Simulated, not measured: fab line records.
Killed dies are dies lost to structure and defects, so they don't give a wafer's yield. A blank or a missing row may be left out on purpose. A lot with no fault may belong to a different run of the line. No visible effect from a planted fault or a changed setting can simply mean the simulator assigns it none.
Which of the tools did it?    flow sky130    18 wafers from 6 lots sampled at 3 of the route's 708 steps

== WHAT EACH GAUGE READ, for each wafer ==
SKY_LDD_HVN_TW_MEAS_10.
lot   measured      on             LDD_HVN_TW
L257  day 20 14:08  film-metro-01  1443 1447 1438
L259  day 21 18:52  film-metro-03  1416 1424 1419
L264  day 24 08:55  film-metro-03  1421 1415 1406
L267  day 24 10:10  film-metro-01  1427 1419 1425
L273  day 27 00:29  film-metro-04  2896 2912 2901
L275  day 27 10:01  film-metro-04  1463 1455 1454

== TOOL THAT RAN EACH LOT (tool first, then ch and the chambers of the sampled wafers, then the start) ==
lot   SKY_LDD_HVN_IMPLANT_08           SKY_LDD_HVN_STRIP_09
L257  implanter-03 ch 0, day 20 13:55  plasma-asher-02 ch 0,1, day 20 14:03
L259  implanter-02 ch 0, day 21 18:37  plasma-asher-01 ch 0,1, day 21 18:46
L264  implanter-02 ch 0, day 24 08:40  plasma-asher-04 ch 0,1, day 24 08:49
L267  implanter-02 ch 0, day 24 09:55  plasma-asher-02 ch 0,1, day 24 10:04
L273  implanter-02 ch 0, day 27 00:17  plasma-asher-01 ch 0,1, day 27 00:23
L275  implanter-01 ch 0, day 27 09:46  plasma-asher-02 ch 0,1, day 27 09:55
- SKY_LDD_HVN_IMPLANT_08
- SKY_LDD_HVN_STRIP_09: strips in O2/N2.

== THE ANSWER, worked out from the rows above alone ==
Rule: the usual values come from the lots themselves. Put in order of their means at a reading, lots are off if they are a third of the lots or fewer, leave a main group of 4 or more, and stand apart from it by a gap of 3 or more times the standard deviation of the main group's means; of several such gaps the widest counts. If all means in a main group match to the digits the tables above print for the reading, that group is not used. Also off: a lot with no number at a reading for which 4 or more lots have one. Where the step has rows for the other lots, those lots are counted as sound.
Off: L273, at SKY_LDD_HVN_TW_MEAS_10 (LDD_HVN_TW). Mean 1431 and standard deviation 16 in the main group.
A tool fits if, at a process step before that reading, it ran every lot that is off, and no sound lot after the first of them. Gauges at SKY_LDD_HVN_TW_MEAS_10: tried the same way as those tools. Can't be told from this: 2 tools fit, implanter-02 at SKY_LDD_HVN_IMPLANT_08, plasma-asher-01 at SKY_LDD_HVN_STRIP_09.

== WHAT THE SIMULATOR HAD INSERTED ==
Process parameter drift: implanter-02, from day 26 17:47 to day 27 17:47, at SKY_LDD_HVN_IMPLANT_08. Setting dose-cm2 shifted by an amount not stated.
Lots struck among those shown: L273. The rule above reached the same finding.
